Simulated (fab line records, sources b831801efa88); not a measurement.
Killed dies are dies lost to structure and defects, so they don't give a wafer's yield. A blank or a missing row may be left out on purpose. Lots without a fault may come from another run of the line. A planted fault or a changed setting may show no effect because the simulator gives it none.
Tool commonality check | flow gf180mcu | 11 lots, 33 wafers sampled

WHY IT WAS OPENED
At GF_POLY_GATE_CD_MEAS_10 the reading cd_nm is flagged on 2 of 11 lots. Wafers without a fault read 280.2 nm, standard deviation 1.4.
Rule: a lot is flagged when every wafer of it that has a number lies more than 4 standard deviations from that mean, or none has a number. The other lots count as sound.

lot  | measured     | on        | cd_nm (nm), wafer by wafer | flag
L521 | day 9 06:13  | cd_sem-02 | 282.3 281.2 281.9          |
L522 | day 10 02:47 | cd_sem-01 | 280.4 279.7 280.8          |
L523 | day 10 03:08 | cd_sem-01 | 277.7 278.1 278.1          |
L526 | day 10 20:52 | cd_sem-02 | 278.5 279.6 279.3          |
L532 | day 12 03:41 | cd_sem-02 | 332.3 331.7 331.9          | FLAGGED
L533 | day 12 14:28 | cd_sem-01 | 320.2 321.5 319.6          | FLAGGED
L534 | day 12 20:23 | cd_sem-02 | 280.0 280.5 280.7          |
L535 | day 13 06:44 | cd_sem-02 | 280.8 280.6 280.9          |
L536 | day 13 11:54 | cd_sem-02 | 279.2 279.9 279.3          |
L539 | day 14 08:45 | cd_sem-02 | 280.4 278.3 279.0          |
L543 | day 15 15:22 | cd_sem-01 | 279.1 279.0 278.8          |
The numbers of the flagged lots are 326.2 nm on average: +46.0 nm against the usual, or +33 standard deviations.

WHICH TOOL RAN EACH LOT
The record holds 1 process step before the reading, out of a route of 602 steps. In each cell: the tool, then ch and the chambers that the sampled wafers went through, then the start.
lot  | flag    | GF_POLY_GATE_EXPOSE_07
L521 |         | krf_scanner-01 ch 0, day 8 21:48
L522 |         | krf_scanner-02 ch 0, day 9 18:24
L523 |         | krf_scanner-01 ch 0, day 9 18:48
L526 |         | krf_scanner-01 ch 0, day 10 11:55
L532 | FLAGGED | krf_scanner-02 ch 0, day 11 18:41
L533 | FLAGGED | krf_scanner-02 ch 0, day 12 05:08
L534 |         | krf_scanner-01 ch 0, day 12 11:47
L535 |         | krf_scanner-01 ch 0, day 12 21:01
L536 |         | krf_scanner-01 ch 0, day 13 02:16
L539 |         | krf_scanner-01 ch 0, day 13 21:58
L543 |         | krf_scanner-01 ch 0, day 15 04:46
What these steps do:
- GF_POLY_GATE_EXPOSE_07: exposes mask Poly2, target cd 280 nm.
- GF_POLY_GATE_CD_MEAS_10: target cd 280 nm.

FLAGGED OVER TOTAL, TOOL BY TOOL (the gauges that took the reading come last)
step                    | tool           | lots run | flagged | share of the flagged lots | sound lots run after its first flagged lot
GF_POLY_GATE_EXPOSE_07  | krf_scanner-01 | 8        | 0       | none                      | -
GF_POLY_GATE_EXPOSE_07  | krf_scanner-02 | 3        | 2       | all                       | 0
GF_POLY_GATE_CD_MEAS_10 | cd_sem-01      | 4        | 1       | some                      | 1 (L543)
GF_POLY_GATE_CD_MEAS_10 | cd_sem-02      | 7        | 1       | some                      | 4 (L534,L535,L536,L539)

WHAT THE TABLE ALLOWS
1 row of the table ran every flagged lot: krf_scanner-02 at GF_POLY_GATE_EXPOSE_07.
- krf_scanner-02 at GF_POLY_GATE_EXPOSE_07: 2 of its 3 lots flagged. Its last sound lot is L522 (day 9 18:24), its first flagged lot L532 (day 11 18:41): a fault that began between those two fits. Its own readings lie more than 4 standard deviations out on every wafer of the flagged lots: exposure_dose_mJ_cm2.
One tool is left: krf_scanner-02 at GF_POLY_GATE_EXPOSE_07.

WHAT THE SIMULATOR HAD PUT IN
Process parameter drift: krf_scanner-02, from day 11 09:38 on, at GF_POLY_GATE_EXPOSE_07. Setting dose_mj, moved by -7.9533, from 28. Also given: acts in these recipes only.
Lots struck among those shown: L532, L533. The rule above found the same.
